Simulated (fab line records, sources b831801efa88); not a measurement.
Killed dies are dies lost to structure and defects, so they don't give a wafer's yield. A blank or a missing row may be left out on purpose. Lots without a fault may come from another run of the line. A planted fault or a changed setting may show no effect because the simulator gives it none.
fab line records | flow gf180mcu | part 2 of 2: steps 26 to 35 of 35
record lots=5 wafers=15 last_day=34
route steps=602 shown CONTACT@313 M1@315 V1@335
lots that met no fault: from a run of the same line without faults
start_h: hours from the record's first day to the start of the lot's first wafer shown | wait_h: hours since the lot's step before | " the same as in the row above | L1.1+2: a row that stands for several wafers | - no value, or no start given | * or withheld: withheld | < > ~ a bound
route shown NAME@n: a module of which the file shows steps, and the number in the route of the first | usual: mean/standard deviation of fault-free wafers | same: alike in all rows | chamber/n: place in a boat | sites: the reading at each site | _std_site: their standard deviation | _edge_site: outer sites' mean less inner sites' | radius_mm: how far each site lies from the wafer's centre | mask NAME#n: copy n | behind: the tool/chamber that last shaped the wafer | hold: why the lot was held/for how many hours/how that ended | device: the transistor (n, p or np) that didn't switch | end of line: the same wafers' tests at the end of the route | a step without rows: its recipe alone | killed: dies lost to structure and defects at the first sort, not the wafer's yield | map: a wafer's dies, x killed, . not, _ none there
set.NAME: the setting as run; set.NAME@STEP: as run at that earlier step | model.NAME: the simulator's own value behind a step, which no gauge read
lots at some steps of the route; a table a step, a row a wafer
services: from which hour (start_h, from the record's first day; less than 0 if before it) a tool's chamber was out of use, for how many hours, and why
## steps
# step GF_V1_THK_MEAS_03
# recipe reads=SiO2_of_V1_CVD_02
# usual V1_CVD_02_THK=845/12
# columns lot.wafer tool chamber start_h wait_h V1_CVD_02_THK[nm]
L082.1 film_metro-02 - 474.90 0.0 848
L082.4 " - " " 850
L082.5 " - " " 862
L086.1 film_metro-02 - 498.39 0.0 839
L086.2 " - " " 841
L086.3 " - " " 850
L093.1 film_metro-02 - 562.33 0.0 840
L093.2 " - " " 840
L093.5 " - " " 852
L096.1 film_metro-01 - 572.73 0.0 826
L096.4 " - " " 854
L096.6 " - " " 842
L097.1 film_metro-03 - 580.18 0.0 822
L097.2 " - " " 829
L097.4 " - " " 838
# step GF_V1_CMP_04
# recipe material=SiO2 down_force_psi=4 platen_rpm=60 pad_velocity_m_s=0.94248
# usual edge_zone_pressure_frac=1.001/0.0052 motor_current_A=12.2/1.1 time_to_endpoint_s=81/7
# columns lot.wafer tool chamber start_h wait_h edge_zone_pressure_frac motor_current_A time_to_endpoint_s
L082.4 cmp-01 0 474.96 0.0 1.003 12.4 90
L082.1 " 1 " " 1.001 11.7 84
L082.5 " 1 " " 1.007 12.0 91
L086.2 cmp-02 3 498.45 0.0 1.009 12.9 76
L086.1 " 1 " " 1.004 14.3 76
L086.3 " 2 " " 1.009 10.9 88
L093.1 cmp-02 3 562.39 0.1 1.000 11.6 71
L093.2 " 2 " " 1.003 11.2 77
L093.5 " 0 " " 1.006 11.5 77
L096.1 cmp-02 1 572.89 0.1 0.997 14.0 71
L096.4 " 2 " " 1.001 11.1 85
L096.6 " 0 " " 0.996 11.1 72
L097.1 cmp-02 2 580.24 0.1 0.995 11.0 70
L097.2 " 3 " " 1.002 12.3 68
L097.4 " 0 " " 0.997 10.6 75
# step GF_V1_BOW_MEAS_05
# recipe mode=bow
# usual V1_BOW=82/7.8
# columns lot.wafer tool chamber start_h wait_h V1_BOW[um]
L082.1 film_metro-01 - 475.26 0.2 84
L082.4 " - " " 84
L082.5 " - " " 84
L086.1 film_metro-01 - 498.75 0.1 75
L086.2 " - " " 69
L086.3 " - " " 70
L093.1 film_metro-02 - 562.69 0.2 80
L093.2 " - " " 90
L093.5 " - " " 86
L096.1 film_metro-02 - 573.09 0.1 82
L096.4 " - " " 76
L096.6 " - " " 76
L097.1 film_metro-02 - 580.54 0.2 84
L097.2 " - " " 88
L097.4 " - " " 92
# step GF_V1_DEHYDRATE_06
# recipe temp_c=200 time_s=60
# usual resist_line_temp_C=23.03/0.11
# columns lot.wafer tool chamber start_h wait_h resist_line_temp_C
L082.1 litho_track-02 0 486.69 11.4 23.01
L082.4 " 0 " " 23.27
L082.5 " 0 " " 22.92
L086.1 litho_track-03 0 509.59 10.8 22.88
L086.2 " 0 " " 23.02
L086.3 " 0 " " 23.07
L093.1 litho_track-02 0 573.19 10.5 22.93
L093.2 " 0 " " 23.01
L093.5 " 0 " " 23.12
L096.1 litho_track-02 0 583.19 10.1 22.88
L096.4 " 0 " " 23.04
L096.6 " 0 " " 23.02
L097.1 litho_track-02 0 590.94 10.4 23.10
L097.2 " 0 " " 22.98
L097.4 " 0 " " 22.90
# step GF_V1_HMDS_07
# recipe prime_time_s=60 prime_temp_c=120
# usual resist_line_temp_C=23.01/0.095
# same prime_time_s=60
# columns lot.wafer tool chamber start_h wait_h resist_line_temp_C
L082.1 litho_track-02 0 486.84 0.1 22.98
L082.4 " 0 " " 23.08
L082.5 " 0 " " 22.91
L086.1 litho_track-03 0 509.74 0.1 23.14
L086.2 " 0 " " 23.00
L086.3 " 0 " " 23.01
L093.1 litho_track-02 0 573.34 0.1 22.91
L093.2 " 0 " " 23.01
L093.5 " 0 " " 23.03
L096.1 litho_track-02 0 583.34 0.1 23.00
L096.4 " 0 " " 22.90
L096.6 " 0 " " 23.05
L097.1 litho_track-02 0 591.09 0.1 23.14
L097.2 " 0 " " 23.12
L097.4 " 0 " " 23.09
# step GF_V1_COAT_08
# recipe resist=BARC temp_c=withheld time_s=withheld spin_rpm=withheld resist_thk_nm=withheld
# usual resist_line_temp_C=*
# columns lot.wafer tool chamber start_h wait_h resist_line_temp_C
L082.1 litho_track-02 0 486.99 0.1 *
L082.4 " 0 " " *
L082.5 " 0 " " *
L086.1 litho_track-03 0 509.89 0.1 *
L086.2 " 0 " " *
L086.3 " 0 " " *
L093.1 litho_track-02 0 573.49 0.1 *
L093.2 " 0 " " *
L093.5 " 0 " " *
L096.1 litho_track-02 0 583.49 0.1 *
L096.4 " 0 " " *
L096.6 " 0 " " *
L097.1 litho_track-02 0 591.24 0.1 *
L097.2 " 0 " " *
L097.4 " 0 " " *
# step GF_V1_COAT_09
# recipe resist=KrF spin_rpm=withheld resist_thk_nm=1000
# usual resist_line_temp_C=23.00/0.12
# columns lot.wafer tool chamber start_h wait_h resist_line_temp_C
L082.1 litho_track-02 0 - - 23.19
L082.4 " 0 " " 23.01
L082.5 " 0 " " 23.02
L086.1 litho_track-03 0 - - 23.00
L086.2 " 0 " " 23.04
L086.3 " 0 " " 23.07
L093.1 litho_track-02 0 - - 23.00
L093.2 " 0 " " 22.77
L093.5 " 0 " " 22.88
L096.1 litho_track-02 0 - - 23.03
L096.4 " 0 " " 23.00
L096.6 " 0 " " 23.09
L097.1 litho_track-02 0 - - 22.76
L097.2 " 0 " " 22.90
L097.4 " 0 " " 22.81
# step GF_V1_SOFTBAKE_10
# recipe temp_c=130 time_s=60 resist=KrF
# usual resist_line_temp_C=23.02/0.1
# columns lot.wafer tool chamber start_h wait_h resist_line_temp_C
L082.1 litho_track-02 0 - - 23.08
L082.4 " 0 " " 23.14
L082.5 " 0 " " 23.04
L086.1 litho_track-03 0 - - 22.82
L086.2 " 0 " " 22.93
L086.3 " 0 " " 22.99
L093.1 litho_track-02 0 - - 23.12
L093.2 " 0 " " 22.97
L093.5 " 0 " " 23.02
L096.1 litho_track-02 0 - - 23.01
L096.4 " 0 " " 23.10
L096.6 " 0 " " 23.03
L097.1 litho_track-02 0 - - 23.07
L097.2 " 0 " " 23.09
L097.4 " 0 " " 23.16
# step GF_V1_EXPOSE_11
# recipe mask_id=Via1 target_cd_nm=260 na=0.68 source_shape=conventional sigma_outer=0.6 dose_mj=38
# usual reticle_temp_C=23.01/0.097
# columns lot.wafer tool chamber start_h wait_h mask reticle_temp_C
L082.1 krf_scanner-02 0 - - Via1#0 22.99
L082.4 " 0 " " Via1#0 23.13
L082.5 " 0 " " Via1#0 22.96
L086.1 krf_scanner-01 0 - - Via1#0 22.90
L086.2 " 0 " " Via1#0 22.91
L086.3 " 0 " " Via1#0 22.97
L093.1 krf_scanner-02 0 - - Via1#0 23.13
L093.2 " 0 " " Via1#0 22.97
L093.5 " 0 " " Via1#0 23.03
L096.1 krf_scanner-01 0 - - Via1#0 22.78
L096.4 " 0 " " Via1#0 22.97
L096.6 " 0 " " Via1#0 23.02
L097.1 krf_scanner-02 0 - - Via1#0 22.93
L097.2 " 0 " " Via1#0 22.86
L097.4 " 0 " " Via1#0 22.99
# step GF_V1_PEB_12
# recipe peb_temp_c=135 peb_time_s=90 resist=KrF
# usual resist_line_temp_C=22.97/0.11
# columns lot.wafer tool chamber start_h wait_h resist_line_temp_C
L082.1 litho_track-03 0 - - 23.07
L082.4 " 0 " " 23.06
L082.5 " 0 " " 23.05
L086.1 litho_track-03 0 - - 22.97
L086.2 " 0 " " 23.00
L086.3 " 0 " " 23.12
L093.1 litho_track-02 0 - - 23.08
L093.2 " 0 " " 22.88
L093.5 " 0 " " 23.13
L096.1 litho_track-02 0 - - 22.80
L096.4 " 0 " " 23.07
L096.6 " 0 " " 23.07
L097.1 litho_track-02 0 - - 23.05
L097.2 " 0 " " 23.00
L097.4 " 0 " " 23.21
## services
# columns tool chamber start_h hours kind
plasma_asher-01 - 429.26 2.1 repair
pvd_sputter-02 - 429.72 1.2 repair
cmp-01 - 436.89 4.3 repair
krf_scanner-02 - 446.23 4.0 pm
pvd_sputter-03 - 467.03 0.5 repair
rie_metal-04 - 468.44 14.6 pm
krf_scanner-02 - 505.25 1.0 pm
krf_scanner-01 - 512.59 1.3 pm
pvd_sputter-02 - 522.77 19.7 repair
pvd_sputter-04 - 538.31 1.2 repair
krf_scanner-02 - 538.77 1.3 pm
hdpcvd-01 - 539.25 15.0 pm
krf_scanner-02 - 540.07 0.8 pm
krf_scanner-01 - 547.61 0.8 pm
hdpcvd-02 - 554.25 6.0 pm
cmp-01 - 572.03 4.0 pm
rie_metal-03 - 572.97 2.8 pm
cmp-02 - 575.54 4.4 repair
pvd_sputter-04 - 576.79 2.1 repair
wet_bench-04 - 577.83 1.9 pm
pvd_sputter-03 - 580.09 2.6 repair
wet_bench-04 - 581.95 7.2 repair
krf_scanner-01 - 587.74 1.0 pm
pecvd-01 - 591.12 14.0 pm
